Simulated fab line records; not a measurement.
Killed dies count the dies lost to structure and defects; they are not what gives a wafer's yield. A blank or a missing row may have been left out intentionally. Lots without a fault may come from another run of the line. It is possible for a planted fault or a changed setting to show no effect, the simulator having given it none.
Chamber matching | flow gf180mcu | GF_STI_CMP_25 on cmp-01 has 4 sister chambers
The step polishes, stops on Si3N4, t overpolish 33 s, target thk 524.6 nm. 14 wafers are shown with their chamber, then 7 later ones without.

EACH WAFER AND ITS CHAMBER
wafer  | chamber | motorCurrentA (A) | timeToEndpointS (s) | overpolishRunS (s)
L680.2 | 1       | 11.5              | 125                 | 32.998
L680.3 | 0       | 12.0              | 125                 | 32.997
L680.4 | 3       | 9.7               | 119                 | 33.016
L687.2 | 1       | 11.1              | 119                 | 32.994
L687.3 | 0       | 12.5              | 119                 | 32.987
L687.4 | 3       | 10.4              | 119                 | 32.999
L690.3 | 3       | 9.4               | 114                 | 33.006
L690.5 | 1       | 11.5              | 118                 | 33.004
L690.6 | 0       | 12.0              | 116                 | 32.989
L691.1 | 0       | 11.6              | 115                 | 32.986
L691.3 | 2       | 11.8              | 110                 | 32.994
L691.4 | 3       | 10.0              | 116                 | 32.996
L692.4 | 0       | 12.2              | 123                 | 32.999
L692.5 | 3       | 9.4               | 124                 | 33.003

SIGNATURES, as means of the wafers listed above
reading         | chamber 0 | chamber 1 | chamber 2 | chamber 3 | scatter within a chamber
motorCurrentA   | 12.060    | 11.367    | 11.800    | 9.780     | 0.356
timeToEndpointS | 119.60    | 120.67    | 110.00    | 118.40    | 4.01
overpolishRunS  | 32.99160  | 32.99867  | 32.99400  | 33.00400  | 0.00657
Rule: a wafer lies at a distance from a chamber equal to the root of the sum of squares, over the readings, of (its reading less the chamber's mean, divided by the reading's scatter). The wafer belongs to the nearest chamber; if the next one is less than 2 further off, it can't be placed. The scatter is the square root of a quotient: the sum, over the shown wafers, of each reading's squared deviation from its chamber's mean, divided by wafers minus chambers.

WAFERS WITHOUT THEIR CHAMBER
wafer  | motorCurrentA (A) | timeToEndpointS (s) | overpolishRunS (s)
L692.6 | 12.8              | 123                 | 32.989
L696.1 | 11.5              | 120                 | 32.983
L696.4 | 11.5              | 122                 | 33.007
L696.6 | 11.0              | 125                 | 33.008
L697.3 | 10.3              | 126                 | 33.000
L697.4 | 11.3              | 120                 | 32.985
L697.5 | 11.1              | 122                 | 32.990

EACH ONE'S CHAMBER
wafer  | from the rows above          | in truth
L692.6 | 0                            | 0
L696.1 | can't be placed: 0 or 1 or 2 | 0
L696.4 | can't be placed: 1 or 0      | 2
L696.6 | can't be placed: 1 or 3      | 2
L697.3 | can't be placed: 3 or 1      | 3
L697.4 | can't be placed: 1 or 0 or 2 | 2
L697.5 | can't be placed: 1 or 0      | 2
Placed correctly: 1 of 7. From these rows, 6 cannot be placed; in 3 the true chamber is one of the candidates. Wrongly placed: 0.
